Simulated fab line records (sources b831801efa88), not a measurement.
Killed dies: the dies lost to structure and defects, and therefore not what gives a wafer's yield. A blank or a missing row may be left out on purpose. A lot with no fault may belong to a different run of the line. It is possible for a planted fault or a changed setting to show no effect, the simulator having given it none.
What tool caused it? | flow sky130 | 6 lots, 18 wafers sampled, at 3 steps of a route of 708

WHAT THE GAUGES SHOWED, per wafer
SKY_VT_ADJUST_HVTP_TW_MEAS_11.
lot  | measured     | on            | VT_ADJUST_HVTP_TW
L253 | day 6 09:26  | film-metro-03 | 1365 1364 1360
L256 | day 7 01:19  | film-metro-01 | 1376 1378 1378
L260 | day 8 08:53  | film-metro-01 | 892 898 898
L264 | day 9 08:56  | film-metro-04 | 888 887 891
L271 | day 11 04:35 | film-metro-04 | 1364 1363 1367
L275 | day 12 13:47 | film-metro-01 | 1373 1369 1368

TOOL THAT RAN EACH LOT (tool first, then ch and the chambers of the sampled wafers, then the start)
lot  | SKY_PWDE_STRIP_09                   | SKY_VT_ADJUST_HVTP_IMPLANT_09
L253 | plasma-asher-04 ch 0,1, day 4 02:39 | implanter-03 ch 0, day 6 09:12
L256 | plasma-asher-04 ch 0,1, day 4 17:10 | implanter-03 ch 0, day 7 01:04
L260 | plasma-asher-02 ch 0, day 5 18:25   | implanter-03 ch 0, day 8 08:38
L264 | plasma-asher-03 ch 0, day 6 19:51   | implanter-03 ch 0, day 9 08:41
L271 | plasma-asher-04 ch 0,1, day 8 08:37 | implanter-01 ch 0, day 11 04:20
L275 | plasma-asher-02 ch 0,1, day 9 13:44 | implanter-03 ch 0, day 12 13:34
- SKY_PWDE_STRIP_09: strips in O2/N2.
- SKY_VT_ADJUST_HVTP_IMPLANT_09

THE ANSWER, worked out from the rows above alone
Rule: what is usual is taken from the lots themselves. The widest of any qualifying gaps counts: lots, ordered by their means at a reading, are off when they make up no more than a third of the lots, leave a main group of 4 or more, and stand apart from it by 3 or more times the standard deviation of that group's means. If all means in a main group match to the digits the tables above print for the reading, that group is not used. A lot without any number at a reading at which 4 lots or more have one is off too. All remaining lots with rows at the step are treated as sound.
Off: L260, L264, at SKY_VT_ADJUST_HVTP_TW_MEAS_11 (VT_ADJUST_HVTP_TW). The main group: mean 1369, standard deviation 5.6.
A tool fits if, at a process step before that reading, it ran every lot that is off, and no sound lot after the first of them. Gauges at SKY_VT_ADJUST_HVTP_TW_MEAS_11: tried the same way as those tools. Not one of the candidates tried fits.

WHAT THE SIMULATOR HAD INSERTED
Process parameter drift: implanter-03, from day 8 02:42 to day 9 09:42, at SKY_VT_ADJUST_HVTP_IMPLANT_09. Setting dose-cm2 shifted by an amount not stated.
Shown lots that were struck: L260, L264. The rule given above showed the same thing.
